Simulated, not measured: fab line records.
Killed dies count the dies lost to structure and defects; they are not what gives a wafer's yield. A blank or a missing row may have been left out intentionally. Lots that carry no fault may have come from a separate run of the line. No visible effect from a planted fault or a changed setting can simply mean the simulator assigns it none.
fab line records | flow gf180mcu
[record] lots = 14 wafers = 42 last_day = 34
route steps=602 shown DNWELL@39 M1@330 V1@340 M2@377
lots that met no fault: taken from a fault-free run of the same line
start_h: hours from the record's opening day to when the first of the lot's shown wafers began | wait_h: hours from the lot's prior step to this one | " identical to the entry in the row above | L1.1+2: several wafers, shown together as one row | - either no value or no given start | * or withheld: withheld | < > ~ a bound
route shown NAME@n: a module of which the file shows steps, and the number in the route of the first | usual: mean/standard deviation of fault-free wafers | same: alike in all rows | chamber/n: place in a boat | sites: readings site by site | _std_site: standard deviation across them | _edge_site: the outer-site mean with the inner-site mean subtracted | radius_mm: how far each site lies from the wafer's centre | mask NAME#n: copy n | behind: the tool/chamber that last shaped the wafer | hold: why the lot was held/for how many hours/how that ended | device: transistor that didn't switch, given as n, p or np | end of line: tests run on the same wafers once the route is complete | for a step that has no rows: nothing shown but its recipe | killed: dies that structure and defects cost at the first sort, which is not the same as the wafer's yield | map: a wafer's dies, x killed, . not, _ none there
set.NAME: the setting that was run; set.NAME@STEP: the one run at that earlier step | model.NAME: the simulator's own value behind a step, which no gauge read
a sample of lots followed through the steps of the route, with each step as a table and each wafer as a row
services: the hour from which a tool's chamber was out of use, counted from the record's first day as start_h (under 0 if before that day), plus the number of hours and why
[[steps]]
[step GF_DNWELL_IMPLANT_07]
[recipe] species = P energy_kev = 1500 dose_cm2 = 1e+13 tilt_deg = 0
[usual] beam_on_s = 10.00/0.18 dose_ions_cm2 = 1e+13/1.3e+10 end_station_pressure_torr = 5.02e-06/2.8e-07 faraday_current_uA = 56.4/0.98
// columns lot.wafer tool chamber start_h wait_h beam_on_s dose_ions_cm2 end_station_pressure_torr faraday_current_uA
L399.1 implanter-04 0 45.36 - 9.76 1.0005e+13 4.82e-06 57.7
L399.3 " 0 " " 10.24 1.0002e+13 5.46e-06 55.0
L399.5 " 0 " " 9.57 1e+13 4.48e-06 58.6
L400.2 implanter-01 0 48.69 - 10.04 9.999e+12 5.18e-06 55.9
L400.3 " 0 " " 9.95 1.0015e+13 4.68e-06 56.7
L400.6 " 0 " " 10.31 9.99e+12 4.9e-06 54.5
L402.2 implanter-04 0 58.19 - 9.96 9.977e+12 4.88e-06 56.7
L402.3 " 0 " " 10.12 9.994e+12 4.6e-06 55.7
L402.5 " 0 " " 10.11 9.991e+12 5.3e-06 55.8
L406.1 implanter-04 0 79.11 - 10.06 1.0016e+13 5.36e-06 56.2
L406.2 " 0 " " 10.07 1.0006e+13 4.58e-06 56.1
L406.3 " 0 " " 9.92 1.0004e+13 5.04e-06 57.1
L410.1 implanter-04 0 101.40 - 12.01 9.999e+12 8.255e-05 46.8
L410.4 " 0 " " 11.04 9.99e+12 8.226e-05 50.5
L410.6 " 0 " " 11.67 9.988e+12 8.736e-05 47.8
L411.1 implanter-04 0 104.71 - 11.50 9.994e+12 8.106e-05 48.4
L411.2 " 0 " " 11.58 9.996e+12 8.204e-05 48.0
L411.3 " 0 " " 11.42 9.987e+12 8.703e-05 49.1
L412.3 implanter-01 0 113.50 - 9.93 1.0024e+13 4.84e-06 56.7
L412.5 " 0 " " 9.98 1.0009e+13 4.43e-06 56.3
L412.6 " 0 " " 10.30 1.0016e+13 4.67e-06 54.4
L413.2 implanter-01 0 122.68 - 10.07 1.0007e+13 5.28e-06 55.9
L413.4 " 0 " " 9.72 9.995e+12 5.23e-06 57.7
L413.5 " 0 " " 10.16 9.986e+12 4.86e-06 55.4
L414.2 implanter-02 0 122.94 - 10.06 9.999e+12 4.98e-06 56.1
L414.4 " 0 " " 9.89 9.986e+12 5.22e-06 57.1
L414.6 " 0 " " 10.11 9.988e+12 4.78e-06 56.1
L415.1 implanter-02 0 136.71 - 9.74 1.001e+13 5.34e-06 57.9
L415.2 " 0 " " 9.95 1.0013e+13 4.76e-06 56.7
L415.3 " 0 " " 10.16 1.0006e+13 5.39e-06 55.4
L417.3 implanter-02 0 147.16 - 9.90 9.99e+12 5.24e-06 56.7
L417.5 " 0 " " 9.96 1.0007e+13 5e-06 56.6
L417.6 " 0 " " 9.77 1.0013e+13 4.93e-06 57.5
L418.2 implanter-01 0 149.49 - 10.05 9.997e+12 5.48e-06 55.9
L418.3 " 0 " " 10.41 9.987e+12 4.79e-06 54.4
L418.6 " 0 " " 10.18 9.992e+12 5.5e-06 55.6
L419.1 implanter-02 0 155.56 - 10.19 9.997e+12 5.62e-06 55.3
L419.3 " 0 " " 10.17 1.0006e+13 4.69e-06 55.4
L419.5 " 0 " " 9.83 9.97e+12 5.06e-06 57.1
L422.2 implanter-01 0 167.48 - 9.95 9.991e+12 5.23e-06 56.5
L422.3 " 0 " " 9.97 9.981e+12 4.83e-06 56.7
L422.5 " 0 " " 9.98 9.99e+12 5e-06 56.6
[step GF_DNWELL_TW_MEAS_09]
[usual] DNWELL_TW = 1350/12
// columns lot.wafer tool chamber start_h wait_h hold DNWELL_TW
L399.1 film_metro-04 - 45.61 0.1 - 1359
L399.3 " - " " - 1367
L399.5 " - " " - 1357
L400.2 film_metro-01 - 48.92 0.1 - 1359
L400.3 " - " " - 1358
L400.6 " - " " - 1341
L402.2 film_metro-03 - 58.42 0.1 - 1336
L402.3 " - " " - 1338
L402.5 " - " " - 1333
L406.1 film_metro-01 - 79.36 0.1 - 1361
L406.2 " - " " - 1360
L406.3 " - " " - 1355
L410.1 film_metro-03 - 101.65 0.1 await_dispo/0.2h/release 1402
L410.4 " - " " await_dispo/0.2h/release 1410
L410.6 " - " " await_dispo/0.2h/release 1401
L410.1 film_metro-03 - 101.88 0.2 - 1406
L410.4 " - " " - 1403
L410.6 " - " " - 1408
L411.1 film_metro-01 - 104.96 0.1 await_dispo/0.2h/release 1426
L411.2 " - " " await_dispo/0.2h/release 1428
L411.3 " - " " await_dispo/0.2h/release 1438
L411.1 film_metro-01 - 105.22 0.2 - 1426
L411.2 " - " " - 1430
L411.3 " - " " - 1428
L412.3 film_metro-01 - 113.72 0.1 - 1367
L412.5 " - " " - 1368
L412.6 " - " " - 1367
L413.2 film_metro-03 - 122.91 0.1 - 1329
L413.4 " - " " - 1327
L413.5 " - " " - 1333
L414.2 film_metro-04 - 123.17 0.1 - 1352
L414.4 " - " " - 1352
L414.6 " - " " - 1349
L415.1 film_metro-04 - 136.96 0.1 - 1345
L415.2 " - " " - 1346
L415.3 " - " " - 1352
L417.3 film_metro-01 - 147.38 0.1 - 1359
L417.5 " - " " - 1366
L417.6 " - " " - 1359
L418.2 film_metro-03 - 149.72 0.1 - 1345
L418.3 " - " " - 1341
L418.6 " - " " - 1345
L419.1 film_metro-03 - 155.81 0.1 - 1342
L419.3 " - " " - 1334
L419.5 " - " " - 1332
L422.2 film_metro-01 - 167.71 0.1 - 1358
L422.3 " - " " - 1361
L422.5 " - " " - 1362
[step GF_M1_OVL_MEAS_15]
[usual] M1_OVL = 1/5.9
// columns lot.wafer tool chamber start_h wait_h M1_OVL[nm]
L399.1 overlay-02 - 394.98 0.1 11
L399.3 " - " " 5
L399.5 " - " " 18
L400.2 overlay-02 - 399.22 0.1 2
L400.3 " - " " 6
L400.6 " - " " 6
L402.2 overlay-01 - 408.97 0.1 -6
L402.3 " - " " -15
L402.5 " - " " 0
L406.1 overlay-02 - 450.42 0.1 4
L406.2 " - " " 2
L406.3 " - " " 5
L410.1 overlay-02 - 490.72 0.1 -8
L410.4 " - " " -3
L410.6 " - " " -2
L411.1 overlay-02 - 499.06 0.1 -5
L411.2 " - " " 1
L411.3 " - " " -1
L412.3 overlay-01 - 511.18 0.1 0
L412.5 " - " " 2
L412.6 " - " " 2
L414.2 overlay-01 - 526.52 0.1 9
L414.4 " - " " 7
L414.6 " - " " 9
L413.2 overlay-02 - 527.55 0.1 6
L413.4 " - " " -1
L413.5 " - " " 13
L415.1 overlay-01 - 543.21 0.1 -4
L415.2 " - " " -6
L415.3 " - " " 1
L417.3 overlay-01 - 553.48 0.1 -1
L417.5 " - " " -7
L417.6 " - " " -2
L418.2 overlay-02 - 563.13 0.1 -1
L418.3 " - " " -5
L418.6 " - " " 0
L419.1 overlay-01 - 567.37 0.1 8
L419.3 " - " " -2
L419.5 " - " " 5
L422.2 overlay-01 - 587.22 0.1 8
L422.3 " - " " 14
L422.5 " - " " 14
[step GF_V1_BOW_MEAS_05]
[recipe] mode = bow
[usual] V1_BOW = 80/6.7
// columns lot.wafer tool chamber start_h wait_h V1_BOW[um]
L399.1 film_metro-03 - 396.27 0.2 78
L399.3 " - " " 73
L399.5 " - " " 82
L400.2 film_metro-02 - 400.63 0.2 92
L400.3 " - " " 78
L400.6 " - " " 89
L402.2 film_metro-03 - 410.25 0.3 73
L402.3 " - " " 79
L402.5 " - " " 82
L406.1 film_metro-02 - 451.71 0.2 78
L406.2 " - " " 89
L406.3 " - " " 93
L410.1 film_metro-02 - 492.46 0.1 84
L410.4 " - " " 72
L410.6 " - " " 76
L411.1 film_metro-01 - 500.35 0.1 90
L411.2 " - " " 87
L411.3 " - " " 83
L412.3 film_metro-01 - 512.46 0.1 87
L412.5 " - " " 90
L412.6 " - " " 75
L414.2 film_metro-02 - 527.79 0.3 77
L414.4 " - " " 76
L414.6 " - " " 74
L413.2 film_metro-02 - 528.82 0.2 81
L413.4 " - " " 81
L413.5 " - " " 80
L415.1 film_metro-01 - 544.88 0.2 80
L415.2 " - " " 82
L415.3 " - " " 68
L417.3 film_metro-02 - 554.77 0.3 87
L417.5 " - " " 78
L417.6 " - " " 81
L418.2 film_metro-02 - 564.40 0.2 76
L418.3 " - " " 91
L418.6 " - " " 85
L419.1 film_metro-03 - 568.63 0.1 79
L419.3 " - " " 81
L419.5 " - " " 83
L422.2 film_metro-01 - 588.50 0.3 84
L422.3 " - " " 79
L422.5 " - " " 80
[step GF_M2_OVL_MEAS_15]
[usual] M2_OVL = -1/5.4
// columns lot.wafer tool chamber start_h wait_h M2_OVL[nm]
L399.1 overlay-02 - 446.92 0.1 -12
L399.3 " - " " -6
L399.5 " - " " -5
L400.2 overlay-02 - 451.32 0.1 12
L400.3 " - " " 15
L400.6 " - " " 8
L402.2 overlay-01 - 459.62 0.1 0
L402.3 " - " " -1
L402.5 " - " " 4
L406.1 overlay-02 - 501.22 0.1 -3
L406.2 " - " " -6
L406.3 " - " " -6
L410.1 overlay-01 - 539.87 0.1 7
L410.4 " - " " 0
L410.6 " - " " 3
L411.1 overlay-01 - 548.61 0.1 -2
L411.2 " - " " 3
L411.3 " - " " -2
L412.3 overlay-02 - 559.57 0.1 4
L412.5 " - " " 2
L412.6 " - " " -5
L414.2 overlay-01 - 574.43 0.1 2
L414.4 " - " " -1
L414.6 " - " " -4
L413.2 overlay-01 - 575.73 0.1 -5
L413.4 " - " " -4
L413.5 " - " " 1
L415.1 overlay-02 - 590.47 0.1 -12
L415.2 " - " " -9
L415.3 " - " " -7
L417.3 overlay-01 - 600.52 0.1 -7
L417.5 " - " " 1
L417.6 " - " " -3
L418.2 overlay-01 - 609.27 0.1 0
L418.3 " - " " -1
L418.6 " - " " -2
L419.1 overlay-01 - 613.11 0.1 -11
L419.3 " - " " -12
L419.5 " - " " -10
L422.2 overlay-01 - 632.37 0.1 -3
L422.3 " - " " -2
L422.5 " - " " -7
[[services]]
// columns tool chamber start_h hours kind
implanter-02 - 103.45 4.2 pm
[[key]]
[first_sign] step = GF_DNWELL_IMPLANT_07 reading = end_station_pressure_torr direction = up sigmas = 99+ usual = 5.02e-06 struck = 8.371e-05
[effect] step = GF_DNWELL_IMPLANT_07 reading = beam_on_s direction = up sigmas = 8.7 usual = 10.00 struck = 11.54
[effect] step = GF_DNWELL_TW_MEAS_09 reading = visit direction = added
[effect] step = GF_DNWELL_TW_MEAS_09 reading = DNWELL_TW direction = up sigmas = 5.5 usual = 1350 struck = 1417
met_at GF_DNWELL_IMPLANT_07
struck_lots L410,L411
tester_left_out L410,L411
not_acting_at GF_M1_OVL_MEAS_15,GF_V1_BOW_MEAS_05,GF_M2_OVL_MEAS_15
onset_between 79.11 101.40
[fault] kind = process_parameter_drift tool = implanter-04 chamber = - onset_h = 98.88 steps = GF_DNWELL_IMPLANT_07 channel = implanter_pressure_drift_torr offset = 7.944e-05 shape = step end_h = 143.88
[fault] kind = process_parameter_drift tool = implanter-04 chamber = - onset_h = 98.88 steps = GF_DNWELL_IMPLANT_07 channel = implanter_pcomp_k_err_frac offset = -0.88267 shape = step end_h = 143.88
// tester_left_out: of these lots the tester's yield and bins aren't shown, on N5 and GAA mostly nor the transistor test; their killed dies are dies lost to structure and defects alone, not to doping, threshold or leakage, so they don't give the yield
